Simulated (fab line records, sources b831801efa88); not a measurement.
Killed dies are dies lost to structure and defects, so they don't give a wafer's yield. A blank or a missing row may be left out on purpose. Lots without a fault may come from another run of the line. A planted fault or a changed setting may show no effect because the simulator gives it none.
Which tool did it? | flow sfq_line | 14 lots, 42 wafers sampled, at 5 steps of a route of 325

WHAT THE GAUGES READ, wafer by wafer
SFQ_M2_OVL_MEAS_916. Usual: M2_OVL -4 nm, standard deviation 6.1.
lot  | measured     | on         | M2_OVL (nm) | flag
L160 | day 33 20:21 | overlay-01 | 0 1 1       |
L161 | day 34 07:08 | overlay-02 | -12 -10 -9  |
L162 | day 34 15:33 | overlay-01 | 2 -4 1      |
L163 | day 34 21:32 | overlay-02 | 1 -3 -7     |
L164 | day 35 19:16 | overlay-02 | 0 -4 3      |
L165 | day 36 01:16 | overlay-01 | 0 6 -3      |
L174 | day 39 04:26 | overlay-02 | 1 3 6       |
L175 | day 40 10:28 | overlay-01 | -3 9 1      |
L176 | day 40 13:54 | overlay-02 | -3 3 -1     |
L179 | day 43 15:53 | overlay-02 | -1 1 -2     |
L180 | day 44 05:05 | overlay-01 | -12 -8 -3   |
L181 | day 44 15:53 | overlay-01 | -9 -16 -18  |
L182 | day 44 18:17 | overlay-01 | 1 6 11      |
L183 | day 45 03:53 | overlay-02 | -10 -2 -6   |

SFQ_I2_OVL_MEAS_918. Usual: I2_OVL -2 nm, standard deviation 5.1.
lot  | measured     | on         | I2_OVL (nm) | flag
L160 | day 40 12:42 | overlay-01 | -7 -5 -8    |
L161 | day 40 22:17 | overlay-01 | 2 6 -4      |
L162 | day 41 05:30 | overlay-01 | 1 -7 -3     |
L163 | day 41 10:17 | overlay-01 | 1 -3 1      |
L164 | day 42 05:30 | overlay-01 | -9 -17 -15  |
L165 | day 42 11:29 | overlay-02 | 3 2 0       |
L174 | day 45 23:05 | overlay-01 | 1 3 1       |
L175 | day 47 02:49 | overlay-02 | -3 -6 -2    |
L176 | day 47 05:13 | overlay-01 | 11 8 6      |
L179 | day 50 04:17 | overlay-02 | -5 -7 -4    |
L180 | day 50 18:54 | overlay-01 | 1 -11 -2    |
L181 | day 51 04:30 | overlay-02 | 0 -8 -4     |
L182 | day 51 06:55 | overlay-02 | 2 3 7       |
L183 | day 51 15:19 | overlay-01 | 2 -10 -3    |

SFQ_I3_OVL_MEAS_923. Usual: I3_OVL 0 nm, standard deviation 5.7.
lot  | measured     | on         | I3_OVL (nm) | flag
L160 | day 46 20:08 | overlay-02 | 6 5 1       |
L161 | day 47 07:02 | overlay-02 | 2 4 5       |
L162 | day 47 16:28 | overlay-02 | -9 -3 -9    |
L163 | day 47 22:29 | overlay-02 | 8 11 7      |
L164 | day 49 12:17 | overlay-01 | 4 2 -3      |
L165 | day 49 13:29 | overlay-01 | 1 4 -3      |
L174 | day 52 14:56 | overlay-02 | -1 4 -5     |
L175 | day 53 13:05 | overlay-02 | -4 -9 -6    |
L176 | day 53 16:43 | overlay-02 | 1 -2 -2     |
L179 | day 56 17:40 | overlay-01 | -2 -6 -6    |
L180 | day 57 13:31 | overlay-01 | 6 2 2       |
L181 | day 62 20:54 | overlay-02 | 14 13 4     |
L182 | day 62 22:06 | overlay-02 | 0 1 -6      |
L183 | day 63 01:42 | overlay-01 | 1 -1 3      |

SFQ_M4_RS_MEAS_924: measures by four-point-probe. Usual: M4_NB_RS 0.895 ohm/sq, standard deviation 0.0088.
lot  | measured     | on            | M4_NB_RS (ohm/sq)                   | flag
L160 | day 46 21:16 | film_metro-04 | 0.890 0.892 0.901                   |
L161 | day 47 08:07 | film_metro-04 | 0.882 0.889 0.880                   |
L162 | day 47 17:36 | film_metro-03 | 0.889 0.892 0.890                   |
L163 | day 47 23:35 | film_metro-04 | 0.910 0.914 0.918                   |
L164 | day 49 13:25 | film_metro-03 | 0.893 0.896 0.897                   |
L165 | day 49 14:34 | film_metro-01 | 0.893 0.891 0.897                   |
L174 | day 52 16:01 | film_metro-04 | 0.901 0.899 1.137 0.900 0.899 1.139 | OFF
L175 | day 53 14:21 | film_metro-03 | 0.898 1.128 0.893 0.898 1.126 0.896 | OFF
L176 | day 53 17:49 | film_metro-03 | 0.889 0.885 0.883                   |
L179 | day 56 18:45 | film_metro-04 | 0.912 0.912 0.912                   |
L180 | day 57 14:37 | film_metro-04 | 0.891 0.893 0.897                   |
L181 | day 62 21:59 | film_metro-04 | 0.898 0.904 0.894                   |
L182 | day 62 23:12 | film_metro-03 | 0.888 0.885 0.886                   |
L183 | day 63 02:48 | film_metro-04 | 0.889 0.890 0.890                   |

WHICH TOOL RAN EACH LOT (tool, then ch and the chambers of the sampled wafers, then the start)
lot  | SFQ_TRILAYER_M4_DEP_SPUTTER_091
L160 | pvd_sputter-06, day 46 21:07
L161 | pvd_sputter-05, day 47 08:02
L162 | pvd_sputter-06, day 47 17:27
L163 | pvd_sputter-06, day 47 23:29
L164 | pvd_sputter-06, day 49 13:17
L165 | pvd_sputter-04, day 49 14:28
L174 | pvd_sputter-04, day 52 15:55
L175 | pvd_sputter-04, day 53 14:16
L176 | pvd_sputter-05, day 53 17:41
L179 | pvd_sputter-06, day 56 18:40
L180 | pvd_sputter-05, day 57 14:31
L181 | pvd_sputter-04, day 62 21:53
L182 | pvd_sputter-06, day 62 23:05
L183 | pvd_sputter-04, day 63 02:41
- SFQ_TRILAYER_M4_DEP_SPUTTER_091: material Nb, target thk 200 nm, time 133.3 s.

WHAT THE TOOLS THEMSELVES READ (means of the sampled wafers that have a number; where no wafer has one, the mark that the record gives instead)
SFQ_TRILAYER_M4_DEP_SPUTTER_091. Usual: cathode_dc_power_W 2000.0 W, standard deviation 0.37; throttle_valve_pct 30.1 %, standard deviation 0.79.
lot  | tool           | cathode_dc_power_W (W) | throttle_valve_pct (%) | flag
L160 | pvd_sputter-06 | 1999.9                 | 30.0                   |
L161 | pvd_sputter-05 | 2000.2                 | 29.4                   |
L162 | pvd_sputter-06 | 1999.9                 | 29.9                   |
L163 | pvd_sputter-06 | 1999.9                 | 29.8                   |
L164 | pvd_sputter-06 | 2000.2                 | 29.9                   |
L165 | pvd_sputter-04 | 1999.9                 | 30.7                   |
L174 | pvd_sputter-04 | 2000.1                 | 31.6                   |
L175 | pvd_sputter-04 | 1999.8                 | 30.7                   |
L176 | pvd_sputter-05 | 2000.1                 | 30.1                   |
L179 | pvd_sputter-06 | 1999.7                 | 30.3                   |
L180 | pvd_sputter-05 | 2000.3                 | 29.6                   |
L181 | pvd_sputter-04 | 1999.8                 | 30.0                   |
L182 | pvd_sputter-06 | 2000.3                 | 30.3                   |
L183 | pvd_sputter-04 | 2000.4                 | 30.8                   |

THE ANSWER, worked out from the rows above alone
Rule: a lot is off if the mean of its wafers that have a number lies more than 3 standard deviations from the usual mean. A lot without any number at a reading at which 4 lots or more have one is off too. The other lots that the step has rows for count as sound. The gauges are gone through in route order, then the tools' own readings, and for those a lot's mean is taken as printed above. The first step at which some lot is off is used, and at that step the reading that is off furthest; a lot without a number counts as furthest.
Off: L174, L175, at SFQ_M4_RS_MEAS_924 (M4_NB_RS).
A tool fits if, at a process step before that reading, it ran every lot that is off, and no sound lot after the first of them. The gauges at SFQ_M4_RS_MEAS_924 are tried like those tools. None of those tried fits.

WHAT THE SIMULATOR HAD PUT IN
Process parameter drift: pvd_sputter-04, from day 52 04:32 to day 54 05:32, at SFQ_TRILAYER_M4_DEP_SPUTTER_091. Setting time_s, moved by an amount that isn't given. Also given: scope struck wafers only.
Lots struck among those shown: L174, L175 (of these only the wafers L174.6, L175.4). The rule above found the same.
